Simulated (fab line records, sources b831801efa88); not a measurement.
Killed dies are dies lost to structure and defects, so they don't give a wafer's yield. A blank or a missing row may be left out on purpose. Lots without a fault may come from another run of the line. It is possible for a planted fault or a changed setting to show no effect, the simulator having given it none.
Shared-tool check	flow gf180mcu	12 lots and 36 wafers in the sample

## WHY IT WAS OPENED
At GF_NWELL_TW_MEAS_11 the reading NWELL_TW is flagged on 2 of 12 lots. Wafers without a fault read 1572, standard deviation 17.
Rule: flag the lot when none of its wafers has a number, or when each of its wafers that has one lies beyond 4 standard deviations from that mean. The rest of the lots are taken to be sound.

lot	measured	on	NWELL_TW, wafer by wafer	flag
L145	day 3 07:52	filmMetro-03	1566 1556 1563	
L146	day 3 13:15	filmMetro-02	1550 1553 1553	
L147	day 3 17:52	filmMetro-01	1588 1581 1591	
L150	day 4 12:50	filmMetro-01	1479 1465 1472	FLAGGED
L153	day 5 05:12	filmMetro-02	1443 1450 1445	FLAGGED
L157	day 6 00:40	filmMetro-02	1561 1560 1563	
L161	day 7 04:10	filmMetro-02	1545 1550 1548	
L162	day 7 12:55	filmMetro-01	1591 1593 1585	
L164	day 7 20:34	filmMetro-01	1589 1599 1589	
L166	day 8 08:27	filmMetro-01	1587 1588 1587	
L167	day 8 09:04	filmMetro-01	1573 1589 1588	
L168	day 8 14:40	filmMetro-02	1550 1556 1548	
The numbers of the flagged lots are 1459 on average: -113 against the usual, or -7 standard deviations.

## EACH LOT AND THE TOOL IT RAN ON
3 process steps preceding the reading are held in the record, out of 602 steps in the route. Every cell lists first the tool, next ch and the chambers used by the sampled wafers, and last the start.
lot	flag	GF_STI_PEB_10	GF_STI_ETCH_13	GF_NWELL_IMPLANT_08
L145		lithoTrack-02 ch 0, day 2 02:00 or earlier	rieDiel-03 ch 1,2, day 2 02:00	implanter-04 ch 0, day 3 07:29
L146		lithoTrack-03 ch 0, day 2 07:26 or earlier	rieDiel-03 ch 0,2, day 2 07:26	implanter-01 ch 0, day 3 12:52
L147		lithoTrack-02 ch 0, day 2 11:36 or earlier	rieDiel-02 ch 0,1,3, day 2 11:36	implanter-01 ch 0, day 3 17:28
L150	FLAGGED	lithoTrack-03 ch 0, day 3 04:05 or earlier	rieDiel-02 ch 1,2,3, day 3 04:05	implanter-04 ch 0, day 4 12:29
L153	FLAGGED	lithoTrack-03 ch 0, day 3 19:23 or earlier	rieDiel-03 ch 0,1,2, day 3 19:23	implanter-04 ch 0, day 5 04:48
L157		lithoTrack-03 ch 0, day 4 15:20 or earlier	rieDiel-01 ch 0,1,3, day 4 15:20	implanter-03 ch 0, day 6 00:17
L161		lithoTrack-02 ch 0, day 5 11:51 or earlier	rieDiel-01 ch 0,1,2, day 5 11:51	implanter-03 ch 0, day 7 03:47
L162		lithoTrack-03 ch 0, day 5 18:17 or earlier	rieDiel-03 ch 0,1,2, day 5 18:17	implanter-01 ch 0, day 7 12:31
L164		lithoTrack-03 ch 0, day 6 08:47 or earlier	rieDiel-03 ch 0,2,3, day 6 08:47	implanter-01 ch 0, day 7 20:05
L166		lithoTrack-03 ch 0, day 6 18:38 or earlier	rieDiel-02 ch 1,2,3, day 6 18:38	implanter-01 ch 0, day 8 08:01
L167		lithoTrack-03 ch 0, day 6 18:59 or earlier	rieDiel-03 ch 1,2,3, day 6 18:59	implanter-03 ch 0, day 8 08:40
L168		lithoTrack-03 ch 0, day 7 00:29 or earlier	rieDiel-02 ch 0,1,2, day 7 00:29	implanter-01 ch 0, day 8 14:16
These steps, and what they do:
- GF_STI_PEB_10: peb time 91.46 s.
- GF_STI_ETCH_13: etches the open film in CHF3/O2, stops on Si, target depth 282.31 nm, time 112.9 s.
- GF_NWELL_IMPLANT_08
- GF_NWELL_TW_MEAS_11

## FLAGGED AGAINST TOTAL, ONE TOOL AT A TIME (gauges that did the reading follow at the end)
step	tool	lots run	flagged	share of the flagged lots	sound lots run after its first flagged lot
GF_STI_PEB_10	lithoTrack-02	3	0	none	-
GF_STI_PEB_10	lithoTrack-03	9	2	all	6 (L157,L162,L164,L166,L167,L168)
GF_STI_ETCH_13	rieDiel-01	2	0	none	-
GF_STI_ETCH_13	rieDiel-02	4	1	some	2 (L166,L168)
GF_STI_ETCH_13	rieDiel-03	6	1	some	3 (L162,L164,L167)
GF_NWELL_IMPLANT_08	implanter-01	6	0	none	-
GF_NWELL_IMPLANT_08	implanter-03	3	0	none	-
GF_NWELL_IMPLANT_08	implanter-04	3	2	all	0
GF_NWELL_TW_MEAS_11	filmMetro-01	6	1	some	4 (L162,L164,L166,L167)
GF_NWELL_TW_MEAS_11	filmMetro-02	5	1	some	3 (L157,L161,L168)
GF_NWELL_TW_MEAS_11	filmMetro-03	1	0	none	-
With no start given for some of its lots, GF_STI_PEB_10 uses the hours and lot order of GF_STI_ETCH_13.

## WHAT THE TABLE PERMITS
lithoTrack-03 at GF_STI_PEB_10 and implanter-04 at GF_NWELL_IMPLANT_08 are the 2 rows of the table that ran each flagged lot.
- lithoTrack-03 at GF_STI_PEB_10: 2 of its 9 lots flagged. Lots that were sound ran on it after the first flagged one (L157, L162, L164, L166, L167, L168); a persistent fault on the entire tool would not allow that.
- implanter-04 at GF_NWELL_IMPLANT_08: 2 of its 3 lots flagged. Last sound lot L145 at day 3 07:29, first flagged lot L150 at day 4 12:29; a fault beginning in between fits. Its own readings lie more than 4 standard deviations out on every wafer of the flagged lots: beamOnS, faradayCurrentUA.
One tool is left: implanter-04 at GF_NWELL_IMPLANT_08.

## WHAT HAD BEEN PUT IN BY THE SIMULATOR
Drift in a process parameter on implanter-04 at GF_NWELL_IMPLANT_08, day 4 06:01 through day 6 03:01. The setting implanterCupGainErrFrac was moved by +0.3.
Struck lots among those shown: L150, L153. Same finding as the rule above.
